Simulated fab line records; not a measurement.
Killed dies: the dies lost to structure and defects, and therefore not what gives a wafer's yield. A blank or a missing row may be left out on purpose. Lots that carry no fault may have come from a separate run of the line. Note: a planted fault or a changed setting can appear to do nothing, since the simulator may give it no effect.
Which tool is to blame? | flow gf180mcu | 14 lots, 42 wafers sampled, at 5 steps of a route of 602

## WHAT EACH GAUGE READ, for each wafer
The record holds no reading of a measuring or inspecting step that can be judged against a usual standard deviation.

## WHICH TOOL RAN EACH LOT (tool, then ch and the chambers of the sampled wafers, then the start)
lot  | GF_SAB_STRIP_13                      | GF_CONTACT_CMP_04             | GF_M1_SPUTTER_02             | GF_M2_METAL_ETCH_16               | GF_M2_STRIP_17
L139 | plasma_asher-03 ch 0,1, day 15 09:38 | cmp-02 ch 1,2,3, day 15 10:38 | pvd_sputter-03, day 16 09:43 | rie_metal-03 ch 0,1, day 19 11:11 | plasma_asher-03 ch 0,1, day 19 11:19
L140 | plasma_asher-01 ch 0, day 15 19:02   | cmp-01 ch 1,3, day 15 20:00   | pvd_sputter-03, day 16 20:07 | rie_metal-04 ch 0,1, day 19 21:14 | plasma_asher-02 ch 0,1, day 19 21:22
L143 | plasma_asher-03 ch 0,1, day 16 10:14 | cmp-01 ch 1,2,3, day 16 11:17 | pvd_sputter-03, day 17 11:28 | rie_metal-04 ch 0,1, day 20 14:53 | plasma_asher-02 ch 0,1, day 20 15:00
L142 | plasma_asher-01 ch 0,1, day 16 16:24 | cmp-01 ch 0,1,3, day 16 17:27 | pvd_sputter-01, day 17 18:22 | rie_metal-04 ch 0,1, day 20 21:17 | plasma_asher-01 ch 0,1, day 20 21:25
L146 | plasma_asher-01 ch 0,1, day 18 02:35 | cmp-01 ch 1,2,3, day 18 03:32 | pvd_sputter-01, day 19 05:44 | rie_metal-04 ch 0, day 22 08:56   | plasma_asher-01 ch 0,1, day 22 09:09
L154 | plasma_asher-02 ch 0,1, day 21 01:57 | cmp-02 ch 1,2,3, day 21 02:56 | pvd_sputter-04, day 22 05:05 | rie_metal-02 ch 0,1, day 25 03:53 | plasma_asher-03 ch 0,1, day 25 04:01
L155 | plasma_asher-02 ch 0,1, day 21 08:50 | cmp-02 ch 0,1,3, day 21 09:47 | pvd_sputter-04, day 22 11:24 | rie_metal-04 ch 0,1, day 25 11:23 | plasma_asher-03 ch 0,1, day 25 11:31
L157 | plasma_asher-02 ch 0,1, day 21 15:14 | cmp-02 ch 0,3, day 21 16:10   | pvd_sputter-04, day 22 17:18 | rie_metal-04 ch 0,1, day 25 15:02 | plasma_asher-02 ch 0,1, day 25 15:10
L156 | plasma_asher-01 ch 0,1, day 21 19:43 | cmp-01 ch 1,2, day 21 20:42   | pvd_sputter-03, day 22 21:08 | rie_metal-02 ch 0,1, day 25 19:05 | plasma_asher-03 ch 0,1, day 25 19:13
L158 | plasma_asher-03 ch 0,1, day 21 23:39 | cmp-01 ch 1,2,3, day 22 00:38 | pvd_sputter-04, day 23 02:09 | rie_metal-03 ch 0,1, day 25 23:08 | plasma_asher-01 ch 0,1, day 25 23:16
L159 | plasma_asher-01 ch 0,1, day 22 07:41 | cmp-02 ch 0,1,3, day 22 08:44 | pvd_sputter-01, day 23 09:11 | rie_metal-03 ch 0,1, day 26 05:13 | plasma_asher-01 ch 0,1, day 26 05:21
L160 | plasma_asher-03 ch 0,1, day 22 13:59 | cmp-02 ch 0,2,3, day 22 14:56 | pvd_sputter-04, day 23 16:04 | rie_metal-04 ch 0,1, day 26 11:08 | plasma_asher-02 ch 0,1, day 26 11:16
L161 | plasma_asher-02 ch 0, day 22 21:11   | cmp-01 ch 0,1,3, day 22 22:08 | pvd_sputter-04, day 23 22:35 | rie_metal-03 ch 0,1, day 26 18:05 | plasma_asher-03 ch 0, day 26 18:13
L162 | plasma_asher-01 ch 0,1, day 23 00:37 | cmp-02 ch 0,1,3, day 23 01:35 | pvd_sputter-01, day 24 02:13 | rie_metal-04 ch 0,1, day 26 21:29 | plasma_asher-01 ch 0,1, day 26 21:36
- GF_SAB_STRIP_13: strips in O2/N2.
- GF_CONTACT_CMP_04: polishes SiO2.
- GF_M1_SPUTTER_02: material AlCu, target thk 450 nm, time 23.9 s.
- GF_M2_METAL_ETCH_16: etches the open film in Cl2/BCl3, stops on SiO2, target depth 750.8 nm, time 125.1 s.
- GF_M2_STRIP_17: strips in O2/N2.

## AS READ BY THE TOOLS THEMSELVES (means over the sampled wafers that have a number; for cases with no such wafer, the mark the record gives instead)
GF_SAB_STRIP_13.
lot  | tool            | drypump_motor_current_A (A) | heater_power_w (W) | oes_product_au (a.u.) | strip_time_to_endpoint_s (s)
L139 | plasma_asher-03 | 6.0                         | 351                | 0.712                 | 12.60
L140 | plasma_asher-01 | 5.8                         | 386                | 0.711                 | 12.64
L143 | plasma_asher-03 | 6.0                         | 356                | 0.711                 | 12.65
L142 | plasma_asher-01 | 5.7                         | 359                | 0.712                 | 12.63
L146 | plasma_asher-01 | 5.6                         | 335                | 0.708                 | 12.64
L154 | plasma_asher-02 | 5.6                         | 364                | 0.712                 | 12.62
L155 | plasma_asher-02 | 5.3                         | 376                | 0.715                 | 12.59
L157 | plasma_asher-02 | 5.7                         | 361                | 0.709                 | 12.64
L156 | plasma_asher-01 | 5.6                         | 339                | 0.708                 | 12.69
L158 | plasma_asher-03 | 6.2                         | 368                | 0.713                 | 12.59
L159 | plasma_asher-01 | 5.7                         | 364                | 0.713                 | 12.62
L160 | plasma_asher-03 | 6.2                         | 373                | 0.710                 | 12.60
L161 | plasma_asher-02 | 6.0                         | 356                | 0.711                 | 12.54
L162 | plasma_asher-01 | 5.7                         | 362                | 0.706                 | 12.57

GF_CONTACT_CMP_04.
lot  | tool   | motor_current_A (A) | time_to_endpoint_s (s)
L139 | cmp-02 | 12.1                | 117
L140 | cmp-01 | 11.4                | 108
L143 | cmp-01 | 12.1                | 113
L142 | cmp-01 | 11.7                | 112
L146 | cmp-01 | 11.9                | 107
L154 | cmp-02 | 12.4                | 113
L155 | cmp-02 | 12.7                | 108
L157 | cmp-02 | 13.6                | 109
L156 | cmp-01 | 13.1                | 106
L158 | cmp-01 | 12.0                | 104
L159 | cmp-02 | 12.7                | 107
L160 | cmp-02 | 12.7                | 110
L161 | cmp-01 | 11.8                | 112
L162 | cmp-02 | 12.9                | 120

GF_M1_SPUTTER_02.
lot  | tool           | throttle_valve_pct (%)
L139 | pvd_sputter-03 | 30.4
L140 | pvd_sputter-03 | 30.6
L143 | pvd_sputter-03 | 30.6
L142 | pvd_sputter-01 | 29.2
L146 | pvd_sputter-01 | 29.5
L154 | pvd_sputter-04 | 29.5
L155 | pvd_sputter-04 | 30.2
L157 | pvd_sputter-04 | 29.2
L156 | pvd_sputter-03 | 31.0
L158 | pvd_sputter-04 | 29.6
L159 | pvd_sputter-01 | 29.9
L160 | pvd_sputter-04 | 28.5
L161 | pvd_sputter-04 | 29.7
L162 | pvd_sputter-01 | 30.2

GF_M2_METAL_ETCH_16.
lot  | tool         | drypump_motor_current_A (A) | oes_product_au (a.u.) | throttle_valve_pct (%)
L139 | rie_metal-03 | 5.9                         | 0.994                 | 28.228
L140 | rie_metal-04 | 5.2                         | 0.988                 | 28.236
L143 | rie_metal-04 | 5.9                         | 0.994                 | 28.229
L142 | rie_metal-04 | 5.2                         | 0.895                 | 28.341
L146 | rie_metal-04 | 6.6                         | 0.945                 | 28.266
L154 | rie_metal-02 | 6.2                         | 0.990                 | 28.229
L155 | rie_metal-04 | 5.9                         | 0.983                 | 28.228
L157 | rie_metal-04 | 5.3                         | 0.982                 | 28.240
L156 | rie_metal-02 | 6.2                         | 0.994                 | 28.231
L158 | rie_metal-03 | 5.9                         | 0.990                 | 28.229
L159 | rie_metal-03 | 5.7                         | 0.993                 | 28.231
L160 | rie_metal-04 | 5.9                         | 0.996                 | 28.237
L161 | rie_metal-03 | 5.9                         | 0.995                 | 28.232
L162 | rie_metal-04 | 5.2                         | 0.986                 | 28.228

GF_M2_STRIP_17.
lot  | tool            | drypump_motor_current_A (A) | heater_power_w (W) | oes_product_au (a.u.) | strip_time_to_endpoint_s (s)
L139 | plasma_asher-03 | 6.0                         | 356                | 0.537                 | 7.41
L140 | plasma_asher-02 | 5.3                         | 370                | 0.539                 | 7.39
L143 | plasma_asher-02 | 5.6                         | 361                | 0.537                 | 7.41
L142 | plasma_asher-01 | 5.6                         | 364                | 0.560                 | 7.90
L146 | plasma_asher-01 | 5.7                         | 361                | 0.546                 | 7.58
L154 | plasma_asher-03 | 6.2                         | 369                | 0.536                 | 7.39
L155 | plasma_asher-03 | 6.0                         | 354                | 0.538                 | 7.47
L157 | plasma_asher-02 | 5.6                         | 359                | 0.540                 | 7.45
L156 | plasma_asher-03 | 6.0                         | 354                | 0.539                 | 7.39
L158 | plasma_asher-01 | 5.6                         | 336                | 0.535                 | 7.37
L159 | plasma_asher-01 | 5.7                         | 361                | 0.539                 | 7.39
L160 | plasma_asher-02 | 5.6                         | 360                | 0.538                 | 7.34
L161 | plasma_asher-03 | 6.4                         | 369                | 0.544                 | 7.40
L162 | plasma_asher-01 | 5.6                         | 341                | 0.533                 | 7.36

## THE ANSWER, worked out from the rows above alone
Rule: what is usual is taken from the lots themselves. The widest of any qualifying gaps counts: lots, ordered by their means at a reading, are off when they make up no more than a third of the lots, leave a main group of 4 or more, and stand apart from it by 3 or more times the standard deviation of that group's means. A main group is skipped when, at the precision printed for the reading in the tables above, its means are all equal. A lot without any number at a reading at which 4 lots or more have one is off too. Where the step has rows for the other lots, those lots are counted as sound. First the gauges in route order, then the tools' own readings, where a lot's mean is used as printed above. The first step at which some lot is off is used, and at that step the reading that is off furthest; a lot without a number counts as furthest.
Off, at GF_M2_METAL_ETCH_16 on oes_product_au: L142, L146. Main group: mean 0.990 a.u., sd 0.0046.
If a tool, at that step or one of the process steps before it, ran each lot that is off and ran no sound lot following the first of them, it fits. No candidate that was tried fits.

## WHAT HAD BEEN PUT IN BY THE SIMULATOR
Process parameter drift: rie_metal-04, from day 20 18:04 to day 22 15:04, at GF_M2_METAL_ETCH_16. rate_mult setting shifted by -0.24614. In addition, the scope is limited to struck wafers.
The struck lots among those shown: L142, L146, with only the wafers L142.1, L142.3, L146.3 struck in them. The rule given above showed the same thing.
